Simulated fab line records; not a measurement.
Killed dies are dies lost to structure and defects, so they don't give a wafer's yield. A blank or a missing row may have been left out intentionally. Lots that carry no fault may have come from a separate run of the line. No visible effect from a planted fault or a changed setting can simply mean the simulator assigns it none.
One fault seen from 2 desks | flow sky130 | numbers are kept per desk, each desk with only its own; the story behind them comes last

FROM THE METROLOGY DESK
Means of the sampled wafers that have a number, per lot and without regard to the tool the lot ran on: this is what the gauges read. Any lot whose mean is over 4 standard deviations away from the usual mean is out of limits and marked OUT; that distance is given in the brackets.
Columns: A = cdNm at SKY_SD_P_CD_MEAS_07, usual 381.0 nm; B = cdNm at SKY_LI_CONTACT_CD_MEAS_12, usual 170.0 nm; C = LI_CONTACT_W_RS at SKY_LI_CONTACT_RS_MEAS_22, usual 0.2846 ohm/sq
lot  | first seen here | A     | B     | C
L910 | day 26 08:13    | 381.9 | 171.5 | 0.2804
L911 | day 26 11:40    | 378.7 | 171.0 | 0.2835
L909 | day 26 12:34    | 381.9 | 172.3 | 0.2860
L913 | day 27 10:38    | 380.8 | 168.1 | 0.2887
L914 | day 27 18:13    | 377.9 | 171.0 | 0.2866
L916 | day 28 05:17    | 383.4 | 167.7 | 0.2846
L917 | day 28 09:19    | 384.2 | 171.3 | 0.2852
L919 | day 28 23:13    | 381.0 | 171.4 | 0.2859
L920 | day 29 07:20    | 381.6 | 168.8 | 0.2839
L922 | day 29 18:19    | 382.0 | 169.3 | 0.2827
L925 | day 31 01:13    | 379.9 | 169.4 | 0.3010 (+5.7) OUT
L926 | day 31 09:47    | 378.8 | 170.7 | 0.2982 (+4.7) OUT
This desk's result: L925, L926 out of limits, first on L925 (LI_CONTACT_W_RS at SKY_LI_CONTACT_RS_MEAS_22), day 34 12:10. Within limits: L910, L911, L909, L913, L914, L916, L917, L919, L920, L922.

THE TOOL OWNER'S DESK: cvdW-02
The tool's own readings at SKY_LI_CONTACT_CVD_21 (deposits W, target thk 400 nm, time 120.56 s): means of the sampled wafers that have a number, for each lot that ran on this tool. Any lot whose mean is over 4 standard deviations away from the usual mean is out of limits and marked OUT; that distance is given in the brackets.
Columns: A = heaterPowerW at SKY_LI_CONTACT_CVD_21, usual 869 W; B = susceptorTempC at SKY_LI_CONTACT_CVD_21, usual 399.96 C
lot  | first seen here | A   | B
L909 | day 30 04:42    | 941 | 399.54
L913 | day 31 00:43    | 937 | 400.01
L914 | day 31 08:29    | 933 | 400.12
L916 | day 31 17:42    | 935 | 399.86
L917 | day 31 22:12    | 921 | 399.96
L919 | day 32 12:00    | 929 | 400.31
L920 | day 32 20:21    | 931 | 399.78
L925 | day 34 12:03    | 926 | 397.86 (-8.8) OUT
L926 | day 34 20:20    | 925 | 397.68 (-9.5) OUT
This desk's verdict: out of limits on L925, L926, starting with L925 at day 34 12:03 (susceptorTempC at SKY_LI_CONTACT_CVD_21). Within limits: L909, L913, L914, L916, L917, L919, L920.

BROUGHT TOGETHER
The tool owner's desk could have raised an alarm at day 34 12:03, on L925, L926.
Metrology desk: alarm possible at day 34 12:10 on L925, L926.
Every lot named ran SKY_LI_CONTACT_CVD_21 on cvdW-02.

WHAT HAD BEEN PUT IN BY THE SIMULATOR
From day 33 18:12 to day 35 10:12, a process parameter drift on cvdW-02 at SKY_LI_CONTACT_CVD_21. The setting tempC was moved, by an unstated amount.
Struck lots among those shown: L925, L926.
Counting hours from when the fault started, the first reading out of limits came at 18 for the tool owner's desk and at 18 for the metrology desk.
